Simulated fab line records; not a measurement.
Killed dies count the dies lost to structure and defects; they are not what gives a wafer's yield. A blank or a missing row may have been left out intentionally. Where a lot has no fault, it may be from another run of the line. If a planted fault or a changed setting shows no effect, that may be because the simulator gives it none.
A lot that was struck, set against a sound lot -- flow sky130 -- 22 steps out of a route of 708
Sound: these wafers, L292.1, L292.3, L292.5. Wafers struck: L290.2, L290.3, L290.5. The cause comes at the end.
Each step with rows lists, per side, the tool, then ch with its chambers, then its first start. Under that, the readings that differ: sound wafers -- struck wafers -- difference of the means -- sigmas: that difference in standard deviations of wafers without a fault.
alike: words and numbers the same on both sides, and readings whose means are apart by under 2 such deviations; not compared: readings that were withheld, readings missing a value for some wafer, numbers with overlapping values and no deviation given by the record, and bounds like >300 which may hide the same value.
A row with sigmas, a row that says differs or no value, or rows on one side alone: a step with any of these is where the two part. Numbers that don't overlap but have no deviation are shown without sigmas and don't part them. Lack of a reading on every wafer of one side parts them only where that side has two or more wafers.

SKY_METAL4_ETCH_17: etches SiO2 in C4F8/O2/Ar, stops on TiN, time 3.9 s, target depth 15 nm.
  sound on rie_diel-04 ch 0,2,3, day 45 18:36; struck on rie_diel-01 ch 0,3, day 44 23:09
  alike: oes_product_au
  not compared: rf_hours_counter_h
SKY_METAL4_METAL_ETCH_18: etches the open film in Cl2/BCl3, stops on SiO2, target depth 845 nm, time 183.1 s.
  sound on rie_metal-01 ch 0,1, day 45 18:37; struck on rie_metal-04 ch 0, day 44 23:10
  alike: drypump_motor_current_A, oes_product_au, throttle_valve_pct
  not compared: rf_hours_counter_h
SKY_METAL4_STRIP_19: strips in O2/N2.
  sound on plasma_asher-02 ch 1, day 45 18:48; struck on plasma_asher-01 ch 0,1, day 44 23:21
  alike: drypump_motor_current_A, oes_product_au, strip_time_to_endpoint_s
  not compared: rf_hours_counter_h
then, 4 steps without rows for these wafers: SKY_METAL4_STRIP_20 (strips in post etch residue remover, time 1200 s); SKY_METAL4_CLEAN_21 (cleans in IPA, time 180 s); SKY_METAL4_CLEAN_22 (cleans in O3/DIW); SKY_VIA4_HDPCVD_00 (deposits SiO2, target thk 1750 nm, time 282.1 s).
SKY_VIA4_THK_MEAS_01:
  sound: film_metro-03 at day 45 19:37; struck: film_metro-03 at day 45 00:08
  alike: VIA4_HDPCVD_THK
SKY_VIA4_CMP_02: polishes SiO2.
  sound on cmp-01 ch 0,2, day 45 19:40; struck on cmp-01 ch 0,2, day 45 00:21
  alike: motor_current_A, platen_rpm
SKY_VIA4_BOW_MEAS_03:
  sound: film_metro-03 at day 45 19:58; struck: film_metro-01 at day 45 00:37
  alike: VIA4_BOW
then, 2 steps without rows for these wafers: SKY_VIA4_DEHYDRATE_04 (time 60 s); SKY_VIA4_HMDS_05 (prime time 60 s).
SKY_VIA4_COAT_06: resist thk 1140 nm.
  sound on litho_track-03 ch 0, day 46 06:00; struck on litho_track-02 ch 0, day 45 11:02
reading,sound,struck,difference,sigmas
model.NOVOLAK_of_VIA4_COAT_06.thk_nm (nm),1145 1143 1144,1033 1029 1031,-113,
  alike: chill_plate_temp_C
then, 4 steps without rows for these wafers: SKY_VIA4_SOFTBAKE_07 (time 60 s); SKY_VIA4_EXPOSE_08 (exposes mask VIM4, target cd 800 nm); SKY_VIA4_PEB_09; SKY_VIA4_DEVELOP_10 (develop time 60 s).
SKY_VIA4_OVL_MEAS_11:
  sound: overlay-01 at day 46 16:13; struck: overlay-01 at day 45 21:34
  alike: VIA4_OVL
SKY_VIA4_ETCH_12: etches SiO2 in C4F8/O2/Ar, stops on TiN, target depth 580 nm.
  sound on rie_diel-04 ch 1,2, day 46 16:15; struck on rie_diel-02 ch 1,2,3, day 45 21:35
reading,sound,struck,difference,sigmas
model.NOVOLAK_of_VIA4_COAT_06.thk_nm (nm),1010 1014 1009,902.5 895.4 895.3,-113.3,
model.VIA4.cd_nm (nm),796.8 795.7 798.6,812.8 812.8 814.6,+16.4,
  alike: oes_product_au
SKY_VIA4_STRIP_13: strips in O2/N2.
  sound on plasma_asher-03 ch 0,1, day 46 16:19; struck on plasma_asher-02 ch 0,1, day 45 21:40
reading,sound,struck,difference,sigmas
oes_product_au (a.u.),0.713 0.707 0.720,0.701 0.708 0.704,-0.009,-2
strip_time_to_endpoint_s (s),12.787 12.851 12.797,11.618 11.509 11.516,-1.264,-42
  alike: drypump_motor_current_A
  not compared: rf_hours_counter_h
then, 1 step without rows for these wafers: SKY_VIA4_STRIP_14 (strips in post etch residue remover, time 1200 s).
-- the record jumps here: 3 days lie between the struck wafers' starts before and after (it left off in module VIA4 and takes up again in module PAD_OPEN, whose first step shown is number 708 of the route) --
SKY_PAD_OPEN_PROBE_99:
  the record has rows for the struck wafers here (prober-02, day 48 14:34) and none for the sound ones

WHERE THEY PART
Last at SKY_PAD_OPEN_PROBE_99 as far as this record goes, first at SKY_VIA4_STRIP_13.

WHY: whatever the simulator had introduced
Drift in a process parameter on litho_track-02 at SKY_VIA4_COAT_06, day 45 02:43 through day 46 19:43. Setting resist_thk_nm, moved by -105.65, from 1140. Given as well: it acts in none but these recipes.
